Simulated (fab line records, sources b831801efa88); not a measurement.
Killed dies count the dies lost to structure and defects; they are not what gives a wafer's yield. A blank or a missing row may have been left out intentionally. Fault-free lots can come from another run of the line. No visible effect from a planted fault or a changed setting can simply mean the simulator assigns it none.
What tool caused it? :: flow gf180mcu :: 10 lots, 30 wafers sampled, at 5 steps of a route of 602

WHAT THE GAUGES READ, wafer by wafer
GF_DNWELL_TW_MEAS_09.
lot: L818
measured: day 2 19:25
on: film-metro-01
DNWELL_TW: 1338 1336 1330

lot: L819
measured: day 3 00:24
on: film-metro-03
DNWELL_TW: 1345 1337 1339

lot: L823
measured: day 3 20:05
on: film-metro-03
DNWELL_TW: 1344 1341 1356

lot: L828
measured: day 5 00:39
on: film-metro-03
DNWELL_TW: 1349 1344 1353

lot: L829
measured: day 5 05:35
on: film-metro-01
DNWELL_TW: 1338 1326 1342

lot: L833
measured: day 6 02:48
on: film-metro-03
DNWELL_TW: 1355 1345 1347

lot: L836
measured: day 6 20:08
on: film-metro-01
DNWELL_TW: 1328 1332 1333

lot: L837
measured: day 7 00:42
on: film-metro-01
DNWELL_TW: 1326 1331 1329

lot: L838
measured: day 7 07:35
on: film-metro-02
DNWELL_TW: 1359 1348 1348

lot: L839
measured: day 7 10:56
on: film-metro-01
DNWELL_TW: 1337 1327 1338

GF_LVPWELL_OVL_MEAS_07.
lot: L818
measured: day 3 20:46
on: overlay-02
LVPWELL_OVL (nm): -0.7 -0.4 -1.4

lot: L819
measured: day 4 02:25
on: overlay-01
LVPWELL_OVL (nm): -2.0 -2.8 -2.6

lot: L823
measured: day 4 22:43
on: overlay-02
LVPWELL_OVL (nm): -1.1 0.2 0.1

lot: L828
measured: day 6 06:40
on: overlay-02
LVPWELL_OVL (nm): 203.8 205.0 204.7

lot: L829
measured: day 6 10:43
on: overlay-02
LVPWELL_OVL (nm): 205.5 205.4 207.1

lot: L833
measured: day 7 09:49
on: overlay-01
LVPWELL_OVL (nm): 0.9 -0.5 -1.2

lot: L836
measured: day 8 04:08
on: overlay-02
LVPWELL_OVL (nm): -1.5 -0.7 -1.9

lot: L837
measured: day 8 09:53
on: overlay-02
LVPWELL_OVL (nm): 2.2 0.7 2.0

lot: L838
measured: day 8 16:27
on: overlay-02
LVPWELL_OVL (nm): 0.6 0.6 0.9

lot: L839
measured: day 8 19:46
on: overlay-01
LVPWELL_OVL (nm): -1.4 0.0 -1.0

GF_HV_LDD_OVL_MEAS_47.
lot: L818
measured: day 12 09:49
on: overlay-02
HV_LDD_03_OVL (nm): -0.5 1.1 0.7

lot: L819
measured: day 12 18:10
on: overlay-01
HV_LDD_03_OVL (nm): -1.3 -2.0 -1.8

lot: L823
measured: day 13 22:12
on: overlay-02
HV_LDD_03_OVL (nm): 0.3 -2.2 0.2

lot: L828
measured: day 15 20:45
on: overlay-02
HV_LDD_03_OVL (nm): -1.6 -1.3 -1.7

lot: L829
measured: day 16 03:14
on: overlay-02
HV_LDD_03_OVL (nm): 0.7 2.3 0.9

lot: L833
measured: day 17 13:50
on: overlay-01
HV_LDD_03_OVL (nm): 0.0 1.5 0.9

lot: L836
measured: day 18 11:16
on: overlay-02
HV_LDD_03_OVL (nm): 0.3 1.8 3.1

lot: L837
measured: day 19 00:26
on: overlay-01
HV_LDD_03_OVL (nm): 0.1 0.9 0.9

lot: L838
measured: day 19 08:26
on: overlay-01
HV_LDD_03_OVL (nm): 0.4 1.4 0.6

lot: L839
measured: day 19 13:11
on: overlay-01
HV_LDD_03_OVL (nm): 2.5 2.1 2.3

WHAT TOOL EACH LOT RAN ON (gives the tool, then ch and the chambers of the sampled wafers, and finally the start)
lot: L818
GF_LVPWELL_EXPOSE_04: iline-stepper-01 ch 0, day 3 15:24
GF_VT_IMPLANT_STRIP_20: plasma-asher-02 ch 0,1, day 6 06:29

lot: L819
GF_LVPWELL_EXPOSE_04: iline-stepper-02 ch 0, day 3 20:11
GF_VT_IMPLANT_STRIP_20: plasma-asher-04 ch 0,1, day 6 12:48

lot: L823
GF_LVPWELL_EXPOSE_04: iline-stepper-02 ch 0, day 4 16:10
GF_VT_IMPLANT_STRIP_20: plasma-asher-03 ch 1, day 7 12:49

lot: L828
GF_LVPWELL_EXPOSE_04: iline-stepper-02 ch 0, day 5 23:08
GF_VT_IMPLANT_STRIP_20: plasma-asher-03 ch 0,1, day 8 23:52

lot: L829
GF_LVPWELL_EXPOSE_04: iline-stepper-02 ch 0, day 6 03:50
GF_VT_IMPLANT_STRIP_20: plasma-asher-03 ch 0,1, day 9 03:51

lot: L833
GF_LVPWELL_EXPOSE_04: iline-stepper-01 ch 0, day 7 02:08
GF_VT_IMPLANT_STRIP_20: plasma-asher-02 ch 0,1, day 10 06:49

lot: L836
GF_LVPWELL_EXPOSE_04: iline-stepper-01 ch 0, day 7 20:06
GF_VT_IMPLANT_STRIP_20: plasma-asher-03 ch 0,1, day 11 01:00

lot: L837
GF_LVPWELL_EXPOSE_04: iline-stepper-01 ch 0, day 8 01:33
GF_VT_IMPLANT_STRIP_20: plasma-asher-02 ch 0,1, day 11 08:34

lot: L838
GF_LVPWELL_EXPOSE_04: iline-stepper-01 ch 0, day 8 08:14
GF_VT_IMPLANT_STRIP_20: plasma-asher-04 ch 0,1, day 11 15:50

lot: L839
GF_LVPWELL_EXPOSE_04: iline-stepper-01 ch 0, day 8 11:58
GF_VT_IMPLANT_STRIP_20: plasma-asher-04 ch 0,1, day 11 20:10
- GF_LVPWELL_EXPOSE_04: exposes mask LVPWELL, target cd 600 nm.
- GF_VT_IMPLANT_STRIP_20: strips in O2/N2.

AS READ BY THE TOOLS THEMSELVES (means over the sampled wafers that have a number; for cases with no such wafer, the mark the record gives instead)
GF_LVPWELL_EXPOSE_04.
lot: L818
tool: iline-stepper-01
exposure-dose-mJ-cm2: 260.00

lot: L819
tool: iline-stepper-02
exposure-dose-mJ-cm2: 260.36

lot: L823
tool: iline-stepper-02
exposure-dose-mJ-cm2: 260.05

lot: L828
tool: iline-stepper-02
exposure-dose-mJ-cm2: 260.30

lot: L829
tool: iline-stepper-02
exposure-dose-mJ-cm2: 260.28

lot: L833
tool: iline-stepper-01
exposure-dose-mJ-cm2: 260.11

lot: L836
tool: iline-stepper-01
exposure-dose-mJ-cm2: 259.95

lot: L837
tool: iline-stepper-01
exposure-dose-mJ-cm2: 260.22

lot: L838
tool: iline-stepper-01
exposure-dose-mJ-cm2: 259.99

lot: L839
tool: iline-stepper-01
exposure-dose-mJ-cm2: 260.15

GF_VT_IMPLANT_STRIP_20.
lot: L818
tool: plasma-asher-02
drypump-motor-current-A (A): 6.0
heater-power-w (W): 347
oes-product-au (a.u.): 0.712
platen-temp-c (C): 249.94
strip-time-to-endpoint-s (s): 12.63

lot: L819
tool: plasma-asher-04
drypump-motor-current-A (A): 6.1
heater-power-w (W): 339
oes-product-au (a.u.): 0.718
platen-temp-c (C): 250.01
strip-time-to-endpoint-s (s): 12.67

lot: L823
tool: plasma-asher-03
drypump-motor-current-A (A): 6.0
heater-power-w (W): 307
oes-product-au (a.u.): 0.712
platen-temp-c (C): 249.90
strip-time-to-endpoint-s (s): 12.71

lot: L828
tool: plasma-asher-03
drypump-motor-current-A (A): 6.4
heater-power-w (W): 338
oes-product-au (a.u.): 0.718
platen-temp-c (C): 250.05
strip-time-to-endpoint-s (s): 12.62

lot: L829
tool: plasma-asher-03
drypump-motor-current-A (A): 6.4
heater-power-w (W): 342
oes-product-au (a.u.): 0.715
platen-temp-c (C): 250.07
strip-time-to-endpoint-s (s): 12.61

lot: L833
tool: plasma-asher-02
drypump-motor-current-A (A): 5.8
heater-power-w (W): 333
oes-product-au (a.u.): 0.715
platen-temp-c (C): 250.02
strip-time-to-endpoint-s (s): 12.59

lot: L836
tool: plasma-asher-03
drypump-motor-current-A (A): 6.4
heater-power-w (W): 340
oes-product-au (a.u.): 0.716
platen-temp-c (C): 249.83
strip-time-to-endpoint-s (s): 12.60

lot: L837
tool: plasma-asher-02
drypump-motor-current-A (A): 5.8
heater-power-w (W): 326
oes-product-au (a.u.): 0.714
platen-temp-c (C): 249.76
strip-time-to-endpoint-s (s): 12.59

lot: L838
tool: plasma-asher-04
drypump-motor-current-A (A): 6.0
heater-power-w (W): 336
oes-product-au (a.u.): 0.717
platen-temp-c (C): 249.96
strip-time-to-endpoint-s (s): 12.61

lot: L839
tool: plasma-asher-04
drypump-motor-current-A (A): 6.0
heater-power-w (W): 341
oes-product-au (a.u.): 0.716
platen-temp-c (C): 250.01
strip-time-to-endpoint-s (s): 12.59

THE ANSWER, worked out from the rows above alone
Rule: usual is defined by the lots themselves. Put in order of their means at a reading, lots are off if they are a third of the lots or fewer, leave a main group of 4 or more, and stand apart from it by a gap of 3 or more times the standard deviation of the main group's means; of several such gaps the widest counts. If all means in a main group match to the digits the tables above print for the reading, that group is not used. A lot without any number at a reading at which 4 lots or more have one is off too. Where the step has rows for the other lots, those lots are counted as sound. Order of review: gauges by route order, followed by the tools' own readings, for which a lot's mean as printed above is used. The first step at which some lot is off is used, and at that step the reading that is off furthest; a lot without a number counts as furthest.
Off: at GF_LVPWELL_OVL_MEAS_07 (LVPWELL_OVL), L828, L829. Mean -0.5 nm and standard deviation 1.2 in the main group.
If a tool, at a process step before that reading, ran all the lots that are off and no sound lot after the first of them, it fits. Gauges at GF_LVPWELL_OVL_MEAS_07: tried the same way as those tools. One candidate fits, namely iline-stepper-02 at GF_LVPWELL_EXPOSE_04. Its last sound lot is L823 (day 4 16:10), its first lot that is off L828 (day 5 23:08): a fault that began between those two fits.

WHAT HAD BEEN PUT IN BY THE SIMULATOR
Scanner matching overlay: iline-stepper-02, from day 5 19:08 on, at GF_LVPWELL_EXPOSE_04. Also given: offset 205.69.
Struck lots among those shown: L828, L829. The rule above found the same.
